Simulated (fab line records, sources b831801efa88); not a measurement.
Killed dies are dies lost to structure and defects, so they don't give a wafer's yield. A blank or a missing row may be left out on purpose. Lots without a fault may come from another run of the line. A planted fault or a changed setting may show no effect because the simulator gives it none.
fab line records | flow sky130
record lots=12 wafers=36 last_day=50
route steps=708 shown VIA1@470 METAL2@499 VIA2@507
lots that met no fault: from a run of the same line without faults
start_h: hours from the record's first day to the start of the lot's first wafer shown | wait_h: hours since the lot's step before | " the same as in the row above | L1.1+2: a row that stands for several wafers | - no value, or no start given | * or withheld: withheld | < > ~ a bound
route shown NAME@n: a module of which the file shows steps, and the number in the route of the first | usual: mean/standard deviation of fault-free wafers | same: alike in all rows | chamber/n: place in a boat | sites: the reading at each site | _std_site: their standard deviation | _edge_site: outer sites' mean less inner sites' | radius_mm: how far each site lies from the wafer's centre | mask NAME#n: copy n | behind: the tool/chamber that last shaped the wafer | hold: why the lot was held/for how many hours/how that ended | device: the transistor (n, p or np) that didn't switch | end of line: the same wafers' tests at the end of the route | a step without rows: its recipe alone | killed: dies lost to structure and defects at the first sort, not the wafer's yield | map: a wafer's dies, x killed, . not, _ none there
set.NAME: the setting as run; set.NAME@STEP: as run at that earlier step | model.NAME: the simulator's own value behind a step, which no gauge read
steps of the route over a sample of lots; a table a step, a row a wafer
services: from which hour (start_h, from the record's first day; less than 0 if before it) a tool's chamber was out of use, for how many hours, and why
## steps
# step SKY_VIA1_CD_MEAS_12
# recipe target_cd_nm=150
# usual cd_nm=149.9/1.6
# columns lot.wafer tool chamber start_h wait_h cd_nm
L381.1 cd_sem-01 - 802.16 - 149.1
L381.2 " - " " 148.8
L381.3 " - " " 148.3
L382.1 cd_sem-01 - 816.43 - 151.7
L382.2 " - " " 150.7
L382.3 " - " " 150.0
L383.1 cd_sem-02 - 820.91 - 149.9
L383.3 " - " " 151.1
L383.6 " - " " 150.8
L386.1 cd_sem-01 - 842.73 - 149.3
L386.3 " - " " 149.1
L386.6 " - " " 148.8
L387.3 cd_sem-01 - 863.45 - 153.0
L387.4 " - " " 151.2
L387.5 " - " " 152.7
L388.2 cd_sem-02 - 863.50 - 151.7
L388.3 " - " " 150.1
L388.4 " - " " 151.1
L389.4 cd_sem-01 - 873.94 - 151.7
L389.5 " - " " 150.0
L389.6 " - " " 151.3
L390.3 cd_sem-02 - 876.27 - 150.2
L390.4 " - " " 150.2
L390.5 " - " " 150.1
L391.2 cd_sem-01 - 895.90 - 149.3
L391.3 " - " " 149.6
L391.4 " - " " 150.6
L396.2 cd_sem-02 - 914.80 - 147.3
L396.4 " - " " 148.9
L396.6 " - " " 150.2
L399.1 cd_sem-01 - 935.58 - 151.5
L399.3 " - " " 150.2
L399.5 " - " " 152.1
L404.1 cd_sem-02 - 966.24 - 150.7
L404.4 " - " " 150.9
L404.5 " - " " 151.0
# step SKY_VIA1_CVD_21
# recipe material=W target_thk_nm=270 time_s=80.902 temp_c=400 pressure_torr=40
# usual heater_power_w=802/43
# columns lot.wafer tool chamber start_h wait_h heater_power_w
L381.1 cvd_w-02 0 803.06 0.0 796
L381.2 " 1 " " 750
L381.3 " 0 " " 798
L382.1 cvd_w-01 1 817.33 0.0 887
L382.2 " 0 " " 802
L382.3 " 0 " " 794
L383.1 cvd_w-02 0 821.84 0.0 793
L383.3 " 0 " " 801
L383.6 " 0 " " 801
L386.1 cvd_w-02 1 843.67 0.0 755
L386.3 " 1 " " 756
L386.6 " 1 " " 758
L387.3 cvd_w-01 0 864.34 0.1 813
L387.4 " 1 " " 892
L387.5 " 1 " " 892
L388.2 cvd_w-02 0 864.40 0.0 826
L388.3 " 0 " " 793
L388.4 " 1 " " 752
L389.4 cvd_w-01 1 874.82 0.1 876
L389.5 " 1 " " 916
L389.6 " 0 " " 830
L390.3 cvd_w-01 1 877.17 0.1 879
L390.4 " 0 " " 804
L390.5 " 1 " " 901
L391.2 cvd_w-01 0 896.84 0.0 805
L391.3 " 0 " " 830
L391.4 " 1 " " 881
L396.2 cvd_w-02 0 915.69 0.0 821
L396.4 " 1 " " 754
L396.6 " 0 " " 796
L399.1 cvd_w-02 1 936.48 0.0 762
L399.3 " 1 " " 768
L399.5 " 0 " " 805
L404.1 cvd_w-02 1 967.18 0.0 758
L404.4 " 1 " " 774
L404.5 " 0 " " 820
# step SKY_METAL2_OVL_MEAS_16
# usual METAL2_OVL=0/5
# columns lot.wafer tool chamber start_h wait_h METAL2_OVL[nm]
L381.1 overlay-02 - 830.79 0.1 4
L381.2 " - " " 6
L381.3 " - " " 2
L382.1 overlay-01 - 844.90 0.1 2
L382.2 " - " " -8
L382.3 " - " " 1
L383.1 overlay-01 - 849.55 0.1 3
L383.3 " - " " 1
L383.6 " - " " 2
L386.1 overlay-01 - 871.25 0.1 -7
L386.3 " - " " -6
L386.6 " - " " -4
L387.3 overlay-01 - 890.97 0.1 2
L387.4 " - " " -4
L387.5 " - " " 11
L388.2 overlay-01 - 891.39 0.1 -3
L388.3 " - " " -3
L388.4 " - " " -7
L389.4 overlay-02 - 901.25 0.1 -8
L389.5 " - " " -1
L389.6 " - " " -8
L390.3 overlay-01 - 903.50 0.1 9
L390.4 " - " " 5
L390.5 " - " " 8
L391.2 overlay-01 - 922.03 0.1 -8
L391.3 " - " " 1
L391.4 " - " " -11
L396.2 overlay-02 - 941.26 0.1 4
L396.4 " - " " 2
L396.6 " - " " 4
L399.1 overlay-01 - 961.14 0.1 -2
L399.3 " - " " 2
L399.5 " - " " -4
L404.1 overlay-01 - 991.74 0.1 2
L404.4 " - " " 4
L404.5 " - " " 0
# step SKY_VIA2_HDPCVD_00
# recipe material=SiO2 target_thk_nm=1180 sigma_open_frac=0.3 time_s=196.7 temp_c=400 sih4_flow_sccm=60 pressure_mtorr=6
# columns lot.wafer tool chamber start_h wait_h
L381.1+2+3 hdpcvd-01 0,2,1 831.62 0.0
L382.1+2+3 hdpcvd-01 1,0,2 845.76 0.0
L383.1+3+6 hdpcvd-02 1,2,0 850.41 0.0
L386.1+3+6 hdpcvd-01 1,2,2 872.07 0.0
L387.3+4+5 hdpcvd-02 0,1,0 891.77 0.0
L388.2+3+4 hdpcvd-01 0,1,1 892.20 0.0
L389.4+5+6 hdpcvd-01 0,2,1 902.11 0.1
L390.3+4+5 hdpcvd-02 2,0,1 904.30 0.0
L391.2+3+4 hdpcvd-02 2,0,0 922.84 0.0
L396.2+4+6 hdpcvd-02 0,0,2 942.07 0.0
L399.1+3+5 hdpcvd-01 0,1,1 961.99 0.0
L404.1+4+5 hdpcvd-02 2,0,1 992.55 0.0
# step SKY_VIA2_THK_MEAS_01
# recipe reads=SiO2_of_VIA2_HDPCVD_00
# usual VIA2_HDPCVD_THK=1176/11
# columns lot.wafer tool chamber start_h wait_h VIA2_HDPCVD_THK[nm]
L381.1 film_metro-04 - 831.74 0.1 1163
L381.2 " - " " 1168
L381.3 " - " " 1164
L382.1 film_metro-03 - 845.88 0.1 1164
L382.2 " - " " 1171
L382.3 " - " " 1150
L383.1 film_metro-04 - 850.54 0.1 1178
L383.3 " - " " 1185
L383.6 " - " " 1176
L386.1 film_metro-03 - 872.20 0.1 1154
L386.3 " - " " 1173
L386.6 " - " " 1159
L387.3 film_metro-03 - 891.91 0.1 1171
L387.4 " - " " 1176
L387.5 " - " " 1174
L388.2 film_metro-04 - 892.33 0.1 1180
L388.3 " - " " 1170
L388.4 " - " " 1173
L389.4 film_metro-03 - 902.20 0.0 1171
L389.5 " - " " 1165
L389.6 " - " " 1172
L390.3 film_metro-04 - 904.44 0.1 1196
L390.4 " - " " 1169
L390.5 " - " " 1178
L391.2 film_metro-03 - 922.98 0.1 1187
L391.3 " - " " 1182
L391.4 " - " " 1179
L396.2 film_metro-03 - 942.20 0.1 1203
L396.4 " - " " 1183
L396.6 " - " " 1191
L399.1 film_metro-02 - 962.12 0.1 1160
L399.3 " - " " 1924
L399.5 " - " " 1171
L404.1 film_metro-02 - 992.67 0.1 1194
L404.4 " - " " 1177
L404.5 " - " " 1169
## services
# columns tool chamber start_h hours kind
cvd_w-01 1 783.98 1.3 repair
cvd_w-02 1 791.01 1.5 repair
hdpcvd-02 2 800.40 3.7 repair
cvd_w-02 1 830.36 3.3 repair
cvd_w-02 0 838.40 8.0 repair
cvd_w-01 1 849.63 14.5 repair
cvd_w-02 - 891.20 6.9 pm
hdpcvd-01 - 902.25 0.3 repair
cvd_w-01 - 904.00 14.0 pm
cvd_w-01 0 904.00 14.0 vent_cycle
hdpcvd-01 0 914.55 2.2 repair
cvd_w-02 0 929.60 4.7 repair
hdpcvd-02 - 950.25 15.0 pm
hdpcvd-02 0 950.25 15.0 vent_cycle
hdpcvd-02 1 950.25 15.0 vent_cycle
hdpcvd-02 2 950.25 15.0 vent_cycle
cvd_w-01 - 956.11 1.2 repair
hdpcvd-02 0 965.25 - clean
hdpcvd-02 1 965.25 - clean
hdpcvd-02 2 965.25 - clean
cvd_w-02 1 973.58 10.3 repair
hdpcvd-01 - 976.86 6.0 pm
hdpcvd-01 - 982.86 14.6 pm
hdpcvd-02 - 990.41 1.0 repair
## key
first_sign step=SKY_VIA2_THK_MEAS_01 reading=VIA2_HDPCVD_THK direction=up sigmas=65 usual=1176 struck=1924
effect none on later readings
met_at SKY_VIA2_HDPCVD_00
struck_lots L399
struck_wafers L399.3
not_acting_at SKY_VIA1_CD_MEAS_12,SKY_VIA1_CVD_21,SKY_METAL2_OVL_MEAS_16
onset_between 902.11 961.99
fault kind=process_parameter_drift tool=hdpcvd-01 chamber=- onset_h=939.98 steps=SKY_VIA2_HDPCVD_00 channel=target_thk_nm offset=739.95 shape=step end_h=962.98 scope=struck_wafers_only acts_in=these_recipes_only stated=1180
